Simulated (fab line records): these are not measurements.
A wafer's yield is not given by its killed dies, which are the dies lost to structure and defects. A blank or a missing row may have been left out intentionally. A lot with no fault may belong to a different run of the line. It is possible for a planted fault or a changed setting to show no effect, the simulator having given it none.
What tool caused it? :: flow sky130 :: 12 lots, 36 wafers sampled, at 1 step of a route of 708

== WHAT EACH GAUGE READ, for each wafer ==
SKY_VIA4_BOW_MEAS_03. Usual: VIA4_BOW 79 um, standard deviation 8.1.
lot: L208
measured: day 43 10:43
on: filmMetro-03
VIA4_BOW (um): 80 79 70
flag: 

lot: L210
measured: day 44 00:22
on: filmMetro-04
VIA4_BOW (um): 73 83 85
flag: 

lot: L211
measured: day 44 01:07
on: filmMetro-01
VIA4_BOW (um): 82 85 90
flag: 

lot: L212
measured: day 44 03:26
on: filmMetro-04
VIA4_BOW (um): 77 88 69
flag: 

lot: L214
measured: day 44 15:47
on: filmMetro-03
VIA4_BOW (um): 85 88 99
flag: 

lot: L222
measured: day 46 21:24
on: filmMetro-03
VIA4_BOW (um): 81 85 88
flag: 

lot: L223
measured: day 47 00:20
on: filmMetro-01
VIA4_BOW (um): 76 68 93
flag: 

lot: L225
measured: day 47 15:41
on: filmMetro-01
VIA4_BOW (um): 84 87 84
flag: 

lot: L227
measured: day 48 00:37
on: filmMetro-04
VIA4_BOW (um): 69 78 73
flag: 

lot: L228
measured: day 48 02:13
on: filmMetro-04
VIA4_BOW (um): 81 81 78
flag: 

lot: L229
measured: day 48 10:29
on: filmMetro-01
VIA4_BOW (um): 78 88 81
flag: 

lot: L230
measured: day 48 11:30
on: filmMetro-03
VIA4_BOW (um): 77 89 88
flag: 

== WHAT TOOL EACH LOT RAN ON (gives the tool, then ch and the chambers of the sampled wafers, and finally the start) ==
The record shows no process step preceding these readings.

== WHAT THE TOOLS THEMSELVES READ (means of the sampled wafers that have a number; where no wafer has one, the mark that the record gives instead) ==
The record holds no such reading with a usual standard deviation.

== THE ANSWER, worked out from the rows above alone ==
Rule: a lot is off if the mean of its wafers that have a number lies more than 3 standard deviations from the usual mean. Also off: a lot with no number at a reading for which 4 or more lots have one. The other lots that the step has rows for count as sound. Order of review: gauges by route order, followed by the tools' own readings, for which a lot's mean as printed above is used. The first step at which some lot is off is used, and at that step the reading that is off furthest; a lot without a number counts as furthest.
No lot is off on any of the readings shown, so nothing can be concluded from this.

== WHAT WAS PUT IN BY THE SIMULATOR ==
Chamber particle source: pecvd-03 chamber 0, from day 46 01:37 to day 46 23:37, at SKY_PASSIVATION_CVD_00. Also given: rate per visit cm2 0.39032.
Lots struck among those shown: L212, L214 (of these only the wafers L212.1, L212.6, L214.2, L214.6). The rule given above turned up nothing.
